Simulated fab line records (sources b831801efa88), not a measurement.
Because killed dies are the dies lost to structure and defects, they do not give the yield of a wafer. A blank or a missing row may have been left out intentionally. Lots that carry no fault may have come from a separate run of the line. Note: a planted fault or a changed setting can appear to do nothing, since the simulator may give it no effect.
2 desks looking at one fault -- flow gf180mcu -- each desk holds nothing but its own numbers, with what lay behind them at the end

TOOL OWNER'S DESK, lpcvd-01
The tool's own readings at GF_HV_LDD_CVD_56 (deposits Si3N4 from DCS/NH3, target thk 90 nm, time 1543 s): means of the sampled wafers that have a number, for each lot that ran on this tool. A lot is out of limits, marked OUT, if its mean lies more than 4 standard deviations from the usual mean; the brackets give that distance.
Columns: A = spike-tc-bottom-C at GF_HV_LDD_CVD_56, usual 790.4 C
lot,first seen here,A
L458,day 12 21:03,789.0
L468,day 16 15:21,791.8
L479,day 20 10:29,790.0
Finding of this desk: none of the 3 lots has anything out of limits.

METROLOGY DESK
Means of the sampled wafers that have a number, per lot and without regard to the tool the lot ran on: this is what the gauges read. A lot is out of limits, marked OUT, if its mean lies more than 4 standard deviations from the usual mean; the brackets give that distance.
Columns: A = VT_IMPLANT_OVL at GF_VT_IMPLANT_OVL_MEAS_07, usual -0.5 nm; B = HV_LDD_CVD_56_THK at GF_HV_LDD_THK_MEAS_57, usual 89.8 nm
lot,first seen here,A,B
L456,day 5 15:00,-1.2,88.6
L457,day 5 21:10,-0.5,90.1
L458,day 6 01:42,-0.6,90.6
L459,day 6 10:44,-1.3,90.0
L460,day 6 14:17,0.6,89.7
L468,day 8 15:03,-0.6,80.4 (-9.4) OUT
L470,day 9 05:40,-2.5,88.4
L471,day 9 13:33,-0.4,88.2
L472,day 9 17:53,-1.1,90.0
L473,day 10 00:21,-0.6,89.5
L478,day 11 17:14,-0.2,91.1
L479,day 11 17:32,-0.4,90.7
Per this desk, out of limits: L468; the first was L468, day 16 16:47 (HV_LDD_CVD_56_THK at GF_HV_LDD_THK_MEAS_57). In limits: L456, L457, L458, L459, L460, L470, L471, L472, L473, L478, L479.

ALL TOGETHER
On L468, the metrology desk was in a position to raise an alarm at day 16 16:47.
The desk of the tool owner found nothing out of limits.
The tool owner's desk has L468 on record, within its limits.
Of the lots named, all ran GF_HV_LDD_CVD_56 on lpcvd-01.

WHAT THE SIMULATOR PUT IN
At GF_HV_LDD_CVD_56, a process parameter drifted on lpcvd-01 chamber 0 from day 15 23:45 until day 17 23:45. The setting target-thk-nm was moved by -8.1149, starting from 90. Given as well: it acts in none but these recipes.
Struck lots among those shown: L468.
Hours from the fault's start to each desk's first reading out of limits: the metrology desk, 17.
